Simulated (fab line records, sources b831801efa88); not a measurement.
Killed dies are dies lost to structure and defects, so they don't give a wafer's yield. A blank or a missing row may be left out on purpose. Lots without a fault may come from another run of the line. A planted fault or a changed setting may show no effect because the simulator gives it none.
A struck lot beside a sound one | flow sky130 | 16 steps out of a route of 708
Sound: wafers L959.2, L959.3, L959.5. Struck: wafer L960.3. (L960.1, L960.2 of the same lot were not struck and are left out.) The cause comes at the end.
At each step with rows: each side's tool, then ch and its chambers, then its first start. Under that, the readings that differ: sound wafers | struck wafers | difference of the means | sigmas: that difference in standard deviations of wafers without a fault.
alike: readings whose means differ by less than 2 such deviations, and words and numbers that are the same on both sides. not compared: withheld readings, readings that some wafer has no value for, bounds like >300 that may hide the same value, and numbers for which the record gives no deviation and whose values overlap.
The two part at a step that has a row with sigmas, a row that says differs or no value, or rows on one side only. Numbers that don't overlap but have no deviation are shown without sigmas and don't part them. A reading that every wafer of one side lacks parts them only if that side has two wafers or more.

first, 8 steps without rows for these wafers: SKY_POLY_GATE_DEHYDRATE_05 (time 60 s); SKY_POLY_GATE_HMDS_06 (prime time 60 s); SKY_POLY_GATE_COAT_07 (resist thk 110 nm); SKY_POLY_GATE_COAT_08 (resist thk 450 nm); SKY_POLY_GATE_SOFTBAKE_09 (time 90 s); SKY_POLY_GATE_EXPOSE_10 (exposes mask P1M, target cd 150 nm); SKY_POLY_GATE_PEB_11; SKY_POLY_GATE_DEVELOP_12 (develop time 60 s).
SKY_POLY_GATE_CD_MEAS_13: target cd 150 nm.
  sound on cd_sem-01, day 19 15:44; struck on cd_sem-02, day 20 07:43
  alike: cd_nm
SKY_POLY_GATE_OVL_MEAS_14:
  sound on overlay-02, day 19 15:50; struck on overlay-01, day 20 07:50
  alike: POLY_GATE_OVL
SKY_POLY_GATE_ETCH_15: etches BARC in N2/H2, stops on SiO2, time 118.5 s, target depth 110 nm.
  sound on rie_diel-02 ch 0,1,3, day 19 15:52; struck on rie_diel-02 ch 1, day 20 07:52
  reading                | sound                | struck | difference | sigmas
  throttle_valve_pct (%) | 13.206 13.214 13.213 | 13.229 | +0.018     | +2
  alike: drypump_motor_current_A, n2_flow_sccm, oes_product_au
  not compared: rf_hours_counter_h
SKY_POLY_GATE_ETCH_16: etches Si3N4 in CH3F/O2, stops on poly-Si, time 147.5 s, target depth 75 nm.
  sound on rie_diel-02 ch 0,1,3, day 19 15:58; struck on rie_diel-02 ch 1, day 20 07:58
  alike: drypump_motor_current_A, oes_product_au, throttle_valve_pct
  not compared: rf_hours_counter_h
SKY_POLY_GATE_ETCH_17: etches poly-Si in HBr/Cl2, stops on SiO2, target depth 180 nm, time 70.5 s.
  sound on rie_si-02 ch 1,2, day 19 16:04; struck on rie_si-02 ch 1, day 20 08:04
  reading                                          | sound                   | struck | difference | sigmas
  oes_product_au (a.u.)                            | 0.990 0.986 0.993       | 0.789  | -0.201     | -23
  over_etch_frac                                   | 0.56667 0.56667 0.56667 | 1.1778 | +0.6111    |
  model.KrF-thick_of_POLY_GATE_COAT_08.thk_nm (nm) | 138.4 139.8 140.1       | 102.7  | -36.7      |
  model.SiO2_of_SONOS_ONO_CVD_04.thk_nm (nm)       | 4.196 4.266 4.222       | 3.01   | -1.22      |
  alike: drypump_motor_current_A, he_backside_leak_sccm, throttle_valve_pct
  not compared: rf_hours_counter_h
SKY_POLY_GATE_STRIP_18: strips in O2/N2.
  sound on plasma_asher-01 ch 0,1, day 19 16:07; struck on plasma_asher-02 ch 0, day 20 08:07
  reading                      | sound             | struck | difference | sigmas
  o2_flow_sccm (sccm)          | 2997 2995 2991    | 3019   | +25        | +3
  oes_product_au (a.u.)        | 0.360 0.359 0.358 | 0.338  | -0.021     | -4
  strip_time_to_endpoint_s (s) | 3.15 3.18 3.16    | 2.76   | -0.40      | -9
  alike: drypump_motor_current_A, n2_flow_sccm
  not compared: rf_hours_counter_h
then, 1 step without rows for these wafers: SKY_POLY_GATE_CLEAN_19 (cleans in SC1/SC2, time 150 s).
-- the record jumps here: 28 days lie between the struck wafers' starts before and after (it left off in module POLY_GATE and takes up again in module PAD_OPEN, whose first step shown is number 708 of the route) --
SKY_PAD_OPEN_PROBE_99:
  sound on prober-02, day 48 00:27; struck on prober-01, day 48 07:20
  reading                            | sound             | struck | difference | sigmas
  killed_at_M0_to_M3                 | 37 43 49          | 64     | +21        | +3
  killed_at_front_end                | 17 13 24          | 8      | -10        | -2
  model.etest.tip_sonos.rs_ohm_sq    | 2653 2693 2643    | 2421   | -242       |
  model.etest.tip_n.rs_ohm_sq        | 440.4 441.9 441.4 | 431.8  | -9.4       |
  model.etest.res_pdiff_hv.rs_ohm_sq | 194.8 196.3 195.8 | 193.4  | -2.2       |
  alike: killed_at_M4_up, killed_at_contacts, killed_at_other, killed_dies, killed_open, killed_short

WHERE THEY PART
First at SKY_POLY_GATE_ETCH_15; last, within this record, at SKY_PAD_OPEN_PROBE_99.

WHY: what the simulator had put in
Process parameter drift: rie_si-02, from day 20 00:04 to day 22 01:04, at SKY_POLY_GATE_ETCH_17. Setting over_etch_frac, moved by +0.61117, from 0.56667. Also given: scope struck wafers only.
